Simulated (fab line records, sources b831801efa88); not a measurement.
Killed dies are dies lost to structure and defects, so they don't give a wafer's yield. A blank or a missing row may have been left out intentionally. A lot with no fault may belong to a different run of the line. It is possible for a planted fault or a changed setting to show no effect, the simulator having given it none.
fab line records    flow sky130
record lots=24  wafers=72  last_day=50
route steps=708 shown VT_ADJUST_LVTN@104 CONTACT@422 METAL2@487 VIA2@529 METAL3@532 PASSIVATION@682
lots that met no fault: from a run of the same line without faults
start_h: start of the lot's first displayed wafer, in hours after the record's first day    wait_h: time in hours since the lot's previous step    " the same as in the row above    L1.1+2: several wafers, shown together as one row    - no value, or no start was given    * or withheld: withheld    < > ~ a bound
route shown NAME@n: a module of which the file shows steps, and the number in the route of the first    usual: the fault-free wafers' mean and standard deviation    same: alike in all rows    chamber/n: place in a boat    sites: the reading at each site    _std_site: standard deviation of those values    _edge_site: the outer-site mean with the inner-site mean subtracted    radius_mm: for every site, how far away it sits from the centre of the wafer    mask NAME#n: copy n    behind: the most recent tool/chamber to have shaped the wafer    hold: cause of the lot's hold/its duration in hours/its outcome    device: which transistor (n, p or np) failed to switch    end of line: tests run on the same wafers once the route is complete    a step given without rows: its recipe and nothing more    killed: at the first sort, the dies lost to defects and structure; wafer yield is something else    map: the dies of a wafer, with x for killed, . for not killed, _ for no die there
set.NAME: the setting the step ran with; set.NAME@STEP: the setting that earlier step ran with    model.NAME: the simulator's own value behind a step, which no gauge read
a sample of lots followed through the steps of the route, with each step as a table and each wafer as a row
services: a tool's chamber out of use, with start hour (start_h, from the record's first day; less than 0 if before it), hours out, and reason
## steps
# step SKY_VT_ADJUST_LVTN_OVL_MEAS_07
# usual VT_ADJUST_LVTN_OVL=1.1/1.3
lot.wafer  tool        chamber  start_h  wait_h  VT_ADJUST_LVTN_OVL[nm]
L074.4     overlay-02  -        148.20   -       0.9
L074.5     "           -        "        "       3.0
L074.6     "           -        "        "       1.5
L075.4     overlay-02  -        152.70   -       2.2
L075.5     "           -        "        "       2.4
L075.6     "           -        "        "       2.4
L076.1     overlay-02  -        157.43   -       0.5
L076.4     "           -        "        "       1.4
L076.6     "           -        "        "       0.9
L077.1     overlay-01  -        160.73   -       0.4
L077.3     "           -        "        "       0.7
L077.4     "           -        "        "       -0.3
L078.3     overlay-01  -        174.79   -       0.6
L078.4     "           -        "        "       0.3
L078.6     "           -        "        "       1.2
L079.1     overlay-02  -        179.93   -       2.6
L079.2     "           -        "        "       2.9
L079.3     "           -        "        "       2.4
L080.1     overlay-01  -        183.53   -       0.3
L080.4     "           -        "        "       0.4
L080.6     "           -        "        "       -0.9
L081.3     overlay-01  -        188.29   -       -1.2
L081.4     "           -        "        "       -1.4
L081.6     "           -        "        "       -0.7
L082.3     overlay-02  -        199.84   -       2.2
L082.4     "           -        "        "       2.3
L082.6     "           -        "        "       2.1
L083.1     overlay-01  -        201.38   -       2.1
L083.4     "           -        "        "       0.8
L083.6     "           -        "        "       1.4
L084.2     overlay-02  -        202.09   -       1.3
L084.4     "           -        "        "       0.7
L084.5     "           -        "        "       0.0
L085.1     overlay-02  -        203.03   -       3.0
L085.4     "           -        "        "       4.4
L085.5     "           -        "        "       3.4
L086.3     overlay-02  -        226.09   -       2.2
L086.4     "           -        "        "       2.0
L086.6     "           -        "        "       3.1
L087.3     overlay-02  -        226.19   -       -0.4
L087.5     "           -        "        "       -1.2
L087.6     "           -        "        "       0.4
L088.1     overlay-01  -        228.33   -       2.6
L088.2     "           -        "        "       2.6
L088.5     "           -        "        "       1.8
L089.4     overlay-01  -        231.37   -       2.3
L089.5     "           -        "        "       0.5
L089.6     "           -        "        "       -0.1
L090.3     overlay-01  -        250.22   -       1.0
L090.4     "           -        "        "       0.2
L090.5     "           -        "        "       1.0
L091.1     overlay-02  -        250.70   -       2.1
L091.2     "           -        "        "       2.6
L091.4     "           -        "        "       2.2
L092.1     overlay-01  -        268.25   -       2.7
L092.5     "           -        "        "       2.5
L092.6     "           -        "        "       2.7
L093.1     overlay-02  -        272.48   -       2.0
L093.3     "           -        "        "       1.5
L093.5     "           -        "        "       2.7
L094.1     overlay-01  -        274.80   -       -0.3
L094.2     "           -        "        "       -1.0
L094.5     "           -        "        "       -0.9
L095.1     overlay-02  -        294.18   -       0.9
L095.3     "           -        "        "       0.6
L095.6     "           -        "        "       1.1
L096.2     overlay-01  -        297.74   -       -1.8
L096.3     "           -        "        "       -0.4
L096.6     "           -        "        "       -1.1
L097.1     overlay-01  -        303.20   -       -0.1
L097.2     "           -        "        "       0.2
L097.4     "           -        "        "       -0.7
# step SKY_CONTACT_ETCH_16
# recipe chemistry=N2/H2  target=BARC  ion_energy_ev=200  source_w=500  bias_w=100  pressure_mtorr=30  n2_flow_sccm=100  h2_flow_sccm=200  stop_on=SiO2  time_s=45.9  target_depth_a=600
# usual drypump_motor_current_A=5.6/0.4  h2_flow_sccm=199.9/0.64  oes_product_au=0.855/0.0049  throttle_valve_pct=13.224/0.0091
lot.wafer  tool         chamber  start_h  wait_h  drypump_motor_current_A  h2_flow_sccm  oes_product_au  rf_hours_counter_h  throttle_valve_pct
L074.4     rie_diel-04  2        735.44   0.0     5.8                      200.4         0.857           1                   13.231
L074.5     "            0        "        "       5.9                      199.8         0.858           -                   13.218
L074.6     "            3        "        "       6.2                      200.1         0.847           -                   13.232
L075.4     rie_diel-02  2        744.44   0.0     5.3                      200.0         0.850           17                  13.217
L075.5     "            0        "        "       5.1                      201.3         0.858           -                   13.231
L075.6     "            1        "        "       6.0                      201.2         0.854           -                   13.213
L077.1     rie_diel-02  0        761.99   0.0     5.1                      198.9         0.859           1                   13.222
L077.3     "            2        "        "       5.3                      198.6         0.859           18                  13.223
L077.4     "            3        "        "       5.6                      199.8         0.857           -                   13.213
L076.1     rie_diel-02  1        762.94   0.0     6.0                      199.8         0.860           2                   13.222
L076.4     "            0        "        "       5.1                      200.1         0.859           1                   13.228
L076.6     "            1        "        "       6.0                      198.8         0.851           -                   13.227
L078.3     rie_diel-02  1        773.86   0.0     6.0                      199.5         0.851           2                   13.225
L078.4     "            0        "        "       5.1                      199.6         0.864           1                   13.222
L078.6     "            2        "        "       5.3                      200.0         0.850           -                   13.227
L079.1     rie_diel-04  0        781.74   0.0     5.9                      199.4         0.854           13                  13.211
L079.2     "            3        "        "       6.2                      198.9         0.855           15                  13.232
L079.3     "            1        "        "       4.8                      200.7         0.850           13                  13.213
L080.1     rie_diel-04  1        784.91   0.0     4.8                      198.8         0.856           13                  13.223
L080.4     "            3        "        "       6.3                      200.1         0.855           15                  13.233
L080.6     "            2        "        "       5.8                      199.8         0.855           -                   13.215
L081.3     rie_diel-02  0        792.04   0.0     5.1                      199.8         0.860           2                   13.219
L081.4     "            1        "        "       6.0                      199.6         0.850           3                   13.218
L081.6     "            2        "        "       5.3                      198.5         0.846           -                   13.212
L082.3     rie_diel-02  1        811.64   0.0     6.0                      200.2         0.856           3                   13.220
L082.4     "            2        "        "       5.3                      200.1         0.848           20                  13.235
L082.6     "            1        "        "       6.0                      200.2         0.861           -                   13.229
L084.2     rie_diel-01  2        814.09   0.0     5.8                      199.6         0.860           20                  13.206
L084.4     "            0        "        "       5.9                      199.4         0.857           6                   13.224
L084.5     "            0        "        "       5.8                      198.8         0.855           -                   13.223
L083.1     rie_diel-02  0        815.34   0.0     5.1                      199.7         0.848           2                   13.214
L083.4     "            3        "        "       5.6                      200.0         0.853           9                   13.233
L083.6     "            0        "        "       5.1                      199.7         0.855           -                   13.230
L085.1     rie_diel-02  3        817.89   0.0     5.6                      199.7         0.853           9                   13.241
L085.4     "            1        "        "       6.0                      199.8         0.854           3                   13.224
L085.5     "            1        "        "       6.0                      199.4         0.859           -                   13.233
L086.3     rie_diel-01  1        838.41   0.0     5.1                      199.1         0.859           1                   13.216
L086.4     "            2        "        "       5.8                      199.6         0.847           21                  13.201
L086.6     "            2        "        "       5.8                      200.9         0.852           -                   13.223
L087.3     rie_diel-02  0        840.24   0.0     5.1                      200.4         0.860           3                   13.218
L087.5     "            0        "        "       5.1                      199.5         0.853           -                   13.230
L087.6     "            1        "        "       6.0                      200.8         0.850           -                   13.226
L088.1     rie_diel-02  3        846.26   0.0     5.6                      199.8         0.851           10                  13.237
L088.2     "            1        "        "       6.0                      199.5         0.862           5                   13.215
L088.5     "            0        "        "       5.1                      199.5         0.851           -                   13.218
L089.4     rie_diel-02  3        849.14   0.0     5.5                      200.2         0.851           10                  13.223
L089.5     "            1        "        "       6.0                      199.4         0.854           -                   13.234
L089.6     "            2        "        "       5.3                      201.4         0.861           -                   13.215
L090.3     rie_diel-04  2        865.51   0.0     5.8                      199.8         0.851           5                   13.214
L090.4     "            0        "        "       5.9                      199.9         0.852           15                  13.224
L090.5     "            3        "        "       6.2                      199.6         0.858           -                   13.222
L091.1     rie_diel-01  3        865.86   0.0     5.9                      198.8         0.854           16                  13.212
L091.2     "            1        "        "       5.1                      199.8         0.856           2                   13.219
L091.4     "            2        "        "       5.8                      200.4         0.859           22                  13.237
L092.1     rie_diel-04  1        883.09   0.0     4.8                      199.4         0.852           15                  13.228
L092.5     "            3        "        "       6.2                      200.4         0.856           -                   13.220
L092.6     "            2        "        "       5.8                      200.0         0.850           -                   13.235
L093.1     rie_diel-02  3        887.24   0.0     5.6                      199.6         0.853           12                  13.219
L093.3     "            1        "        "       6.0                      199.7         0.848           6                   13.240
L093.5     "            3        "        "       5.6                      199.6         0.854           -                   13.232
L094.1     rie_diel-01  0        889.71   0.0     5.9                      200.4         0.864           9                   13.225
L094.2     "            2        "        "       5.8                      199.6         0.856           23                  13.232
L094.5     "            3        "        "       5.9                      199.1         0.856           -                   13.224
L095.1     rie_diel-01  3        908.51   0.0     5.9                      200.4         0.859           17                  13.212
L095.3     "            0        "        "       5.8                      199.2         0.853           9                   13.233
L095.6     "            1        "        "       5.1                      200.3         0.847           -                   13.228
L096.2     rie_diel-01  1        916.29   0.0     5.1                      200.5         0.856           4                   13.222
L096.3     "            3        "        "       5.9                      201.3         0.862           18                  13.212
L096.6     "            2        "        "       5.7                      199.8         0.852           -                   13.239
L097.1     rie_diel-02  3        924.31   0.0     5.5                      200.2         0.852           12                  13.218
L097.2     "            1        "        "       6.0                      200.2         0.852           7                   13.227
L097.4     "            0        "        "       5.1                      199.5         0.859           6                   13.221
# step SKY_METAL2_SPUTTER_04
# recipe material=TiN  target_thk_nm=70  power_w=6500  time_s=58.3  chamber_pressure_pa=0.4
# usual throttle_valve_pct=29.9/0.87
lot.wafer  tool            chamber  start_h  wait_h  throttle_valve_pct
L074.4     pvd_sputter-03  -        794.31   0.0     30.1
L074.5     "               -        "        "       30.2
L074.6     "               -        "        "       31.2
L075.4     pvd_sputter-04  -        802.51   0.0     28.8
L075.5     "               -        "        "       30.1
L075.6     "               -        "        "       29.5
L077.1     pvd_sputter-03  -        820.65   0.0     29.9
L077.3     "               -        "        "       31.0
L077.4     "               -        "        "       28.7
L076.1     pvd_sputter-02  -        821.11   0.0     30.2
L076.4     "               -        "        "       30.1
L076.6     "               -        "        "       30.0
L078.3     pvd_sputter-03  -        831.88   0.0     30.6
L078.4     "               -        "        "       30.2
L078.6     "               -        "        "       30.2
L079.1     pvd_sputter-03  -        838.70   0.0     30.5
L079.2     "               -        "        "       31.1
L079.3     "               -        "        "       28.8
L080.1     pvd_sputter-04  -        843.14   0.0     29.1
L080.4     "               -        "        "       30.3
L080.6     "               -        "        "       28.9
L081.3     pvd_sputter-03  -        849.94   0.0     30.6
L081.4     "               -        "        "       31.0
L081.6     "               -        "        "       31.0
L082.3     pvd_sputter-04  -        869.45   0.0     29.2
L082.4     "               -        "        "       30.1
L082.6     "               -        "        "       28.7
L084.2     pvd_sputter-04  -        871.63   0.0     28.9
L084.4     "               -        "        "       30.6
L084.5     "               -        "        "       30.2
L083.1     pvd_sputter-03  -        872.89   0.0     28.8
L083.4     "               -        "        "       30.5
L083.6     "               -        "        "       30.8
L085.1     pvd_sputter-04  -        875.35   0.0     30.6
L085.4     "               -        "        "       29.4
L085.5     "               -        "        "       29.5
L086.3     pvd_sputter-02  -        894.97   0.0     31.6
L086.4     "               -        "        "       28.1
L086.6     "               -        "        "       31.8
L087.3     pvd_sputter-04  -        897.72   0.0     30.2
L087.5     "               -        "        "       30.2
L087.6     "               -        "        "       29.9
L088.1     pvd_sputter-04  -        902.27   0.0     30.5
L088.2     "               -        "        "       30.0
L088.5     "               -        "        "       30.5
L089.4     pvd_sputter-03  -        905.73   0.0     31.1
L089.5     "               -        "        "       30.5
L089.6     "               -        "        "       28.6
L090.3     pvd_sputter-02  -        920.69   0.0     30.1
L090.4     "               -        "        "       30.3
L090.5     "               -        "        "       29.9
L091.1     pvd_sputter-03  -        921.29   0.0     30.0
L091.2     "               -        "        "       30.4
L091.4     "               -        "        "       31.1
L092.1     pvd_sputter-03  -        939.07   0.0     31.1
L092.5     "               -        "        "       29.8
L092.6     "               -        "        "       31.1
L093.1     pvd_sputter-04  -        942.28   0.0     30.4
L093.3     "               -        "        "       29.9
L093.5     "               -        "        "       29.4
L094.1     pvd_sputter-03  -        945.22   0.0     30.3
L094.2     "               -        "        "       28.7
L094.5     "               -        "        "       28.6
L095.1     pvd_sputter-04  -        963.47   0.0     30.4
L095.3     "               -        "        "       29.6
L095.6     "               -        "        "       28.6
L096.2     pvd_sputter-04  -        970.17   0.0     28.9
L096.3     "               -        "        "       30.0
L096.6     "               -        "        "       28.8
L097.1     pvd_sputter-03  -        978.82   0.0     30.3
L097.2     "               -        "        "       30.0
L097.4     "               -        "        "       28.8
# step SKY_VIA2_RS_MEAS_22
# recipe thk_meas_gauge=four-point-probe  reads=W_of_VIA2_CVD_21+TiN_of_VIA2_SPUTTER_20
# usual VIA2_W_RS=0.2721/0.0025
lot.wafer  tool           chamber  start_h  wait_h  VIA2_W_RS[ohm/sq]
L074.4     film_metro-03  -        850.71   0.1     0.2735
L074.5     "              -        "        "       0.2727
L074.6     "              -        "        "       0.2742
L075.4     film_metro-01  -        857.67   0.1     0.2729
L075.5     "              -        "        "       0.2747
L075.6     "              -        "        "       0.2728
L077.1     film_metro-01  -        876.10   0.1     0.2690
L077.3     "              -        "        "       0.2757
L077.4     "              -        "        "       0.2701
L076.1     film_metro-04  -        876.58   0.1     0.2740
L076.4     "              -        "        "       0.2747
L076.6     "              -        "        "       0.2755
L078.3     film_metro-01  -        887.02   0.1     0.2728
L078.4     "              -        "        "       0.2696
L078.6     "              -        "        "       0.2702
L079.1     film_metro-03  -        893.76   0.1     0.2743
L079.2     "              -        "        "       0.2721
L079.3     "              -        "        "       0.2734
L080.1     film_metro-01  -        898.33   0.1     0.2673
L080.4     "              -        "        "       0.2699
L080.6     "              -        "        "       0.2683
L081.3     film_metro-03  -        904.12   0.1     0.2717
L081.4     "              -        "        "       0.2771
L081.6     "              -        "        "       0.2715
L082.3     film_metro-01  -        923.51   0.1     0.2696
L082.4     "              -        "        "       0.2710
L082.6     "              -        "        "       0.2673
L084.2     film_metro-03  -        926.19   0.1     0.2676
L084.4     "              -        "        "       0.2681
L084.5     "              -        "        "       0.2707
L083.1     film_metro-03  -        928.01   0.2     0.2751
L083.4     "              -        "        "       0.2735
L083.6     "              -        "        "       0.2707
L085.1     film_metro-01  -        929.76   0.2     0.2705
L085.4     "              -        "        "       0.2739
L085.5     "              -        "        "       0.2735
L086.3     film_metro-03  -        949.17   0.1     0.2748
L086.4     "              -        "        "       0.2730
L086.6     "              -        "        "       0.2746
L087.3     film_metro-03  -        951.75   0.1     0.2690
L087.5     "              -        "        "       0.2712
L087.6     "              -        "        "       0.2713
L088.1     film_metro-03  -        956.45   0.1     0.2762
L088.2     "              -        "        "       0.2713
L088.5     "              -        "        "       0.2750
L089.4     film_metro-04  -        958.27   0.1     0.2717
L089.5     "              -        "        "       0.2717
L089.6     "              -        "        "       0.2710
L090.3     film_metro-01  -        973.95   0.2     0.2704
L090.4     "              -        "        "       0.2725
L090.5     "              -        "        "       0.2687
L091.1     film_metro-03  -        974.55   0.1     0.2748
L091.2     "              -        "        "       0.2764
L091.4     "              -        "        "       0.2738
L092.1     film_metro-01  -        990.98   0.1     0.2711
L092.5     "              -        "        "       0.2705
L092.6     "              -        "        "       0.2681
L093.1     film_metro-01  -        994.55   0.1     0.2749
L093.3     "              -        "        "       0.2736
L093.5     "              -        "        "       0.2756
L094.1     film_metro-01  -        997.63   0.1     0.2696
L094.2     "              -        "        "       0.2735
L094.5     "              -        "        "       0.2690
L095.1     film_metro-04  -        1015.14  0.1     0.2690
L095.3     "              -        "        "       0.2722
L095.6     "              -        "        "       0.2756
L096.2     film_metro-03  -        1021.49  0.1     0.2712
L096.3     "              -        "        "       0.2693
L096.6     "              -        "        "       0.2732
L097.1     film_metro-04  -        1029.60  0.1     0.2722
L097.2     "              -        "        "       0.2723
L097.4     "              -        "        "       0.2749
# step SKY_METAL3_SPUTTER_00
# recipe material=Ti  target_thk_nm=15  power_w=3000  time_s=10  chamber_pressure_pa=0.4
# usual throttle_valve_pct=29.9/0.69
lot.wafer  tool            chamber  start_h  wait_h  throttle_valve_pct
L074.4     pvd_sputter-01  -        851.13   0.1     29.8
L074.5     "               -        "        "       29.6
L074.6     "               -        "        "       31.0
L075.4     pvd_sputter-04  -        858.09   0.1     29.1
L075.5     "               -        "        "       30.5
L075.6     "               -        "        "       29.8
L077.1     pvd_sputter-04  -        876.58   0.1     30.4
L077.3     "               -        "        "       30.1
L077.4     "               -        "        "       28.8
L076.1     pvd_sputter-01  -        877.06   0.2     29.6
L076.4     "               -        "        "       31.0
L076.6     "               -        "        "       30.0
L078.3     pvd_sputter-04  -        887.46   0.1     29.7
L078.4     "               -        "        "       30.1
L078.6     "               -        "        "       29.7
L079.1     pvd_sputter-01  -        894.24   0.2     29.4
L079.2     "               -        "        "       30.8
L079.3     "               -        "        "       29.8
L080.1     pvd_sputter-03  -        898.81   0.1     30.3
L080.4     "               -        "        "       31.1
L080.6     "               -        "        "       30.0
L081.3     pvd_sputter-04  -        904.56   0.1     30.4
L081.4     "               -        "        "       29.3
L081.6     "               -        "        "       29.4
L082.3     pvd_sputter-01  -        923.95   0.2     29.3
L082.4     "               -        "        "       30.2
L082.6     "               -        "        "       29.6
L084.2     pvd_sputter-03  -        926.65   0.1     30.8
L084.4     "               -        "        "       31.1
L084.5     "               -        "        "       28.6
L083.1     pvd_sputter-01  -        928.49   0.1     29.5
L083.4     "               -        "        "       30.7
L083.6     "               -        "        "       30.8
L085.1     pvd_sputter-01  -        930.24   0.2     30.9
L085.4     "               -        "        "       29.3
L085.5     "               -        "        "       30.2
L086.3     pvd_sputter-04  -        949.61   0.1     29.9
L086.4     "               -        "        "       28.8
L086.6     "               -        "        "       30.1
L087.3     pvd_sputter-04  -        952.19   0.1     29.6
L087.5     "               -        "        "       30.1
L087.6     "               -        "        "       29.6
L088.1     pvd_sputter-01  -        956.93   0.1     29.9
L088.2     "               -        "        "       29.4
L088.5     "               -        "        "       30.1
L089.4     pvd_sputter-01  -        958.69   0.1     29.5
L089.5     "               -        "        "       29.4
L089.6     "               -        "        "       30.0
L090.3     pvd_sputter-04  -        974.39   0.1     28.8
L090.4     "               -        "        "       29.9
L090.5     "               -        "        "       28.9
L091.1     pvd_sputter-03  -        975.03   0.2     28.5
L091.2     "               -        "        "       31.0
L091.4     "               -        "        "       30.1
L092.1     pvd_sputter-03  -        991.46   0.2     30.6
L092.5     "               -        "        "       31.0
L092.6     "               -        "        "       30.4
L093.1     pvd_sputter-04  -        995.03   0.1     30.3
L093.3     "               -        "        "       30.1
L093.5     "               -        "        "       29.4
L094.1     pvd_sputter-04  -        998.11   0.1     30.3
L094.2     "               -        "        "       30.2
L094.5     "               -        "        "       30.1
L095.1     pvd_sputter-03  -        1015.62  0.1     31.0
L095.3     "               -        "        "       28.6
L095.6     "               -        "        "       28.7
L096.2     pvd_sputter-04  -        1021.95  0.1     30.0
L096.3     "               -        "        "       28.9
L096.6     "               -        "        "       28.9
L097.1     pvd_sputter-03  -        1030.08  0.1     31.1
L097.2     "               -        "        "       30.6
L097.4     "               -        "        "       28.9
# step SKY_PASSIVATION_THK_MEAS_01
# recipe reads=SiO2_of_PASSIVATION_CVD_00
# usual PASSIVATION_CVD_00_THK=90.3/1.1
lot.wafer  tool           chamber  start_h  wait_h  PASSIVATION_CVD_00_THK[nm]
L074.4     film_metro-03  -        1034.93  -       92.0
L074.5     "              -        "        "       90.5
L074.6     "              -        "        "       90.1
L075.4     film_metro-04  -        1042.22  -       91.2
L075.5     "              -        "        "       92.2
L075.6     "              -        "        "       92.5
L077.1     film_metro-02  -        1057.35  -       89.0
L077.3     "              -        "        "       88.5
L077.4     "              -        "        "       91.2
L076.1     film_metro-03  -        1057.65  -       88.4
L076.4     "              -        "        "       89.5
L076.6     "              -        "        "       91.2
L078.3     film_metro-03  -        1065.77  -       90.3
L078.4     "              -        "        "       91.9
L078.6     "              -        "        "       92.4
L079.1     film_metro-02  -        1070.19  -       89.6
L079.2     "              -        "        "       89.3
L079.3     "              -        "        "       90.5
L080.1     film_metro-03  -        1073.89  -       89.8
L080.4     "              -        "        "       91.5
L080.6     "              -        "        "       90.8
L081.3     film_metro-04  -        1080.83  -       90.8
L081.4     "              -        "        "       91.8
L081.6     "              -        "        "       89.4
L082.3     film_metro-03  -        1096.36  -       89.8
L082.4     "              -        "        "       91.4
L082.6     "              -        "        "       90.8
L084.2     film_metro-04  -        1099.57  -       90.8
L084.4     "              -        "        "       91.3
L084.5     "              -        "        "       93.1
L083.1     film_metro-04  -        1100.66  -       89.2
L083.4     "              -        "        "       90.9
L083.6     "              -        "        "       90.4
L085.1     film_metro-02  -        1102.47  -       90.6
L085.4     "              -        "        "       91.8
L085.5     "              -        "        "       90.8
L086.3     film_metro-02  -        1116.68  -       90.5
L086.4     "              -        "        "       91.0
L086.6     "              -        "        "       91.6
L087.3     film_metro-03  -        1119.73  -       89.8
L087.5     "              -        "        "       90.9
L087.6     "              -        "        "       89.9
L088.1     film_metro-04  -        1124.09  -       89.2
L088.2     "              -        "        "       88.7
L088.5     "              -        "        "       90.2
L089.4     film_metro-02  -        1125.15  -       91.4
L089.5     "              -        "        "       91.0
L089.6     "              -        "        "       91.5
L090.3     film_metro-03  -        1134.91  -       90.3
L090.4     "              -        "        "       89.8
L090.5     "              -        "        "       90.3
L091.1     film_metro-03  -        1136.09  -       90.6
L091.2     "              -        "        "       90.0
L091.4     "              -        "        "       92.5
L092.1     film_metro-02  -        1150.73  -       89.1
L092.5     "              -        "        "       90.9
L092.6     "              -        "        "       90.6
L093.1     film_metro-04  -        1153.60  -       89.9
L093.3     "              -        "        "       89.0
L093.5     "              -        "        "       91.7
L094.1     film_metro-02  -        1155.26  -       87.9
L094.2     "              -        "        "       88.8
L094.5     "              -        "        "       89.7
L095.1     film_metro-03  -        1169.37  -       88.2
L095.3     "              -        "        "       89.3
L095.6     "              -        "        "       89.4
L096.2     film_metro-03  -        1172.91  -       91.6
L096.3     "              -        "        "       90.4
L096.6     "              -        "        "       90.4
L097.1     film_metro-03  -        1177.91  -       89.6
L097.2     "              -        "        "       88.3
L097.4     "              -        "        "       90.9
## services
tool            chamber  start_h  hours  kind
rie_diel-01     2        713.40   5.1    repair
rie_diel-02     0        728.19   11.0   repair
pvd_sputter-03  -        730.85   57.0   repair
rie_diel-02     1        755.70   6.8    repair
rie_diel-01     2        760.30   4.1    repair
pvd_sputter-01  -        765.12   3.5    repair
rie_diel-04     1        776.88   4.3    repair
rie_diel-01     2        794.17   1.7    repair
rie_diel-04     -        839.85   14.6   pm
rie_diel-01     3        844.14   13.8   repair
pvd_sputter-03  -        844.64   3.2    repair
pvd_sputter-04  -        846.22   5.2    repair
rie_diel-01     1        877.12   2.7    repair
rie_diel-02     0        877.67   8.5    repair
pvd_sputter-01  -        879.24   2.2    repair
rie_diel-04     3        901.89   3.1    repair
pvd_sputter-04  -        905.25   12.4   repair
rie_diel-04     3        934.55   16.0   repair
rie_diel-01     3        961.16   3.8    repair
rie_diel-02     3        971.84   2.5    repair
rie_diel-02     -        995.02   1.0    repair
pvd_sputter-03  -        997.27   1.2    repair
pvd_sputter-01  -        1000.03  7.2    repair
rie_diel-01     -        1014.01  15.6   pm
## key
fault none
